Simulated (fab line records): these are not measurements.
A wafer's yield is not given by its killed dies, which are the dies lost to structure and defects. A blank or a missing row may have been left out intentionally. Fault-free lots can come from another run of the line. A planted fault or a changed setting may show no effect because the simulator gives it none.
Which tool did it?	flow sky130	30 wafers from 10 lots sampled at 2 of the route's 708 steps

== WHAT EACH GAUGE READ, for each wafer ==
SKY_LI_CONTACT_CD_MEAS_12 targets a cd of 170 nm.
lot	measured	on	cd_nm (nm)
L179	day 29 12:08	cd_sem-01	169.6 169.5 169.0
L186	day 31 18:31	cd_sem-01	171.5 171.6 171.0
L185	day 31 19:55	cd_sem-01	168.8 169.6 168.2
L189	day 32 18:21	cd_sem-01	168.3 167.9 167.1
L191	day 33 17:38	cd_sem-01	169.7 169.2 170.8
L193	day 34 00:32	cd_sem-01	169.8 170.1 169.4
L195	day 34 18:20	cd_sem-01	168.5 169.4 170.1
L196	day 35 02:29	cd_sem-01	169.8 170.7 170.2
L198	day 35 20:44	cd_sem-02	170.0 170.0 168.8
L201	day 36 22:52	cd_sem-01	170.6 170.6 171.5

SKY_LI_CONTACT_OVL_MEAS_13.
lot	measured	on	LI_CONTACT_OVL (nm)
L179	day 29 12:15	overlay-01	4 1 10
L186	day 31 18:36	overlay-01	2 5 0
L185	day 31 20:02	overlay-02	4 0 1
L189	day 32 18:28	overlay-01	11 6 12
L191	day 33 17:45	overlay-01	2 5 6
L193	day 34 00:39	overlay-01	-7 -7 -4
L195	day 34 18:27	overlay-01	2 7 5
L196	day 35 02:36	overlay-02	-3 -9 -4
L198	day 35 20:53	overlay-01	-3 7 5
L201	day 36 22:59	overlay-01	2 -3 4

== TOOL THAT RAN EACH LOT (tool first, then ch and the chambers of the sampled wafers, then the start) ==
No process step before these readings appears in the record.

== AS READ BY THE TOOLS THEMSELVES (means over the sampled wafers that have a number; for cases with no such wafer, the mark the record gives instead) ==
The record holds no such reading with a usual standard deviation.

== THE ANSWER, worked out from the rows above alone ==
Rule: usual is defined by the lots themselves. Put in order of their means at a reading, lots are off if they are a third of the lots or fewer, leave a main group of 4 or more, and stand apart from it by a gap of 3 or more times the standard deviation of the main group's means; of several such gaps the widest counts. If all means in a main group match to the digits the tables above print for the reading, that group is not used. Also off: a lot with no number at a reading for which 4 or more lots have one. All remaining lots with rows at the step are treated as sound. First the gauges in route order, then the tools' own readings, where a lot's mean is used as printed above. At the first step where some lot is off, the reading lying furthest off is the one used; lots without a number count as furthest.
Across all readings shown, no lot is off: no conclusion can be drawn from this.

== WHAT THE SIMULATOR HAD PUT IN ==
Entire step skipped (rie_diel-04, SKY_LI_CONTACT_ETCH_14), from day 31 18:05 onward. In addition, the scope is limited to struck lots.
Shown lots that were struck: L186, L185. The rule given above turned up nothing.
